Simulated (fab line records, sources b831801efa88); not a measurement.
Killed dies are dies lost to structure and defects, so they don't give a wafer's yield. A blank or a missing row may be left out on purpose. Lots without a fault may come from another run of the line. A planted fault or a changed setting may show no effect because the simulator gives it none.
Which tool did it? | flow sky130 | 12 lots, 36 wafers sampled, at 6 steps of a route of 708

WHAT THE GAUGES READ, wafer by wafer
SKY_METAL4_CD_MEAS_13: target cd 300 nm.
lot  | measured     | on        | cd_nm (nm)
L075 | day 42 07:40 | cd_sem-02 | 299.8 300.3 300.4
L077 | day 43 01:06 | cd_sem-01 | 301.6 303.1 302.3
L079 | day 43 10:06 | cd_sem-01 | 299.1 299.4 299.2
L081 | day 44 03:35 | cd_sem-01 | 300.8 300.1 300.3
L083 | day 44 09:00 | cd_sem-01 | 299.1 300.9 299.3
L085 | day 45 01:55 | cd_sem-01 | 299.7 298.6 297.4
L087 | day 45 17:45 | cd_sem-01 | 300.6 299.8 301.0
L089 | day 46 03:13 | cd_sem-02 | 299.3 299.3 299.9
L091 | day 46 15:48 | cd_sem-02 | 299.9 301.1 300.2
L093 | day 47 04:13 | cd_sem-02 | 300.7 301.6 301.5
L095 | day 47 10:40 | cd_sem-01 | 297.4 296.6 296.3
L097 | day 48 00:22 | cd_sem-02 | 299.4 299.5 299.3

WHICH TOOL RAN EACH LOT (tool, then ch and the chambers of the sampled wafers, then the start)
lot  | SKY_METAL1_SPUTTER_03        | SKY_METAL1_STRIP_20                  | SKY_VIA2_SPUTTER_20          | SKY_METAL3_ETCH_17                 | SKY_METAL4_SPUTTER_02
L075 | pvd_sputter-04, day 32 03:52 | plasma_asher-04 ch 0,1, day 33 08:00 | pvd_sputter-02, day 36 19:46 | rie_diel-01 ch 0,3, day 39 01:59   | pvd_sputter-01, day 40 06:22
L077 | pvd_sputter-03, day 32 23:25 | plasma_asher-01 ch 0, day 34 01:43   | pvd_sputter-04, day 37 15:28 | rie_diel-01 ch 0,3, day 39 21:14   | pvd_sputter-01, day 41 00:14
L079 | pvd_sputter-01, day 33 12:19 | plasma_asher-03 ch 0,1, day 34 15:28 | pvd_sputter-04, day 38 02:43 | rie_diel-03 ch 0,1,2, day 40 07:11 | pvd_sputter-04, day 41 10:13
L081 | pvd_sputter-04, day 34 06:54 | plasma_asher-04 ch 0,1, day 35 09:56 | pvd_sputter-04, day 38 22:08 | rie_diel-01 ch 1,2,3, day 41 01:14 | pvd_sputter-04, day 42 04:32
L083 | pvd_sputter-03, day 34 14:17 | plasma_asher-03 ch 0,1, day 35 17:26 | pvd_sputter-04, day 39 03:54 | rie_diel-04 ch 0,2,3, day 41 07:05 | pvd_sputter-04, day 42 10:07
L085 | pvd_sputter-03, day 35 10:38 | plasma_asher-03 ch 0,1, day 36 13:38 | pvd_sputter-04, day 39 23:58 | rie_diel-03 ch 0,2,3, day 42 02:20 | pvd_sputter-04, day 43 04:01
L087 | pvd_sputter-03, day 36 06:26 | plasma_asher-03 ch 0, day 37 09:02   | pvd_sputter-04, day 40 17:58 | rie_diel-03 ch 0,3, day 42 19:11   | pvd_sputter-01, day 43 21:34
L089 | pvd_sputter-01, day 36 17:14 | plasma_asher-04 ch 0,1, day 37 19:45 | pvd_sputter-04, day 41 04:57 | rie_diel-01 ch 0,1, day 43 05:14   | pvd_sputter-02, day 44 06:34
L091 | pvd_sputter-03, day 37 06:07 | plasma_asher-04 ch 0,1, day 38 08:49 | pvd_sputter-01, day 41 18:07 | rie_diel-03 ch 0,2,3, day 43 18:47 | pvd_sputter-02, day 44 19:41
L093 | pvd_sputter-01, day 37 22:35 | plasma_asher-04 ch 0,1, day 39 01:49 | pvd_sputter-02, day 42 09:13 | rie_diel-04 ch 0,1,2, day 44 08:11 | pvd_sputter-01, day 45 09:28
L095 | pvd_sputter-03, day 38 09:10 | plasma_asher-04 ch 0,1, day 39 10:16 | pvd_sputter-04, day 42 16:25 | rie_diel-04 ch 0,1,3, day 44 15:38 | pvd_sputter-04, day 45 16:33
L097 | pvd_sputter-04, day 39 01:28 | plasma_asher-03 ch 1, day 40 03:14   | pvd_sputter-02, day 43 07:16 | rie_diel-01 ch 1,2, day 45 06:08   | pvd_sputter-02, day 46 07:47
- SKY_METAL1_SPUTTER_03: material Ti, target thk 5 nm, time 3.3 s.
- SKY_METAL1_STRIP_20: strips in O2/N2.
- SKY_VIA2_SPUTTER_20: material TiN, target thk 20 nm, time 80 s.
- SKY_METAL3_ETCH_17: etches SiO2 in C4F8/O2/Ar, stops on TiN, time 3.9 s, target depth 15 nm.
- SKY_METAL4_SPUTTER_02: material AlCu, target thk 735 nm, time 39.1 s.

THE ANSWER, worked out from the rows above alone
Rule: what is usual is taken from the lots themselves. Put in order of their means at a reading, lots are off if they are a third of the lots or fewer, leave a main group of 4 or more, and stand apart from it by a gap of 3 or more times the standard deviation of the main group's means; of several such gaps the widest counts. A main group whose means are all the same, to the digits that the tables above print for the reading, isn't used. A lot without any number at a reading at which 4 lots or more have one is off too. The other lots that the step has rows for count as sound.
No lot is off at any reading shown: from this, nothing can be told.

WHAT THE SIMULATOR HAD PUT IN
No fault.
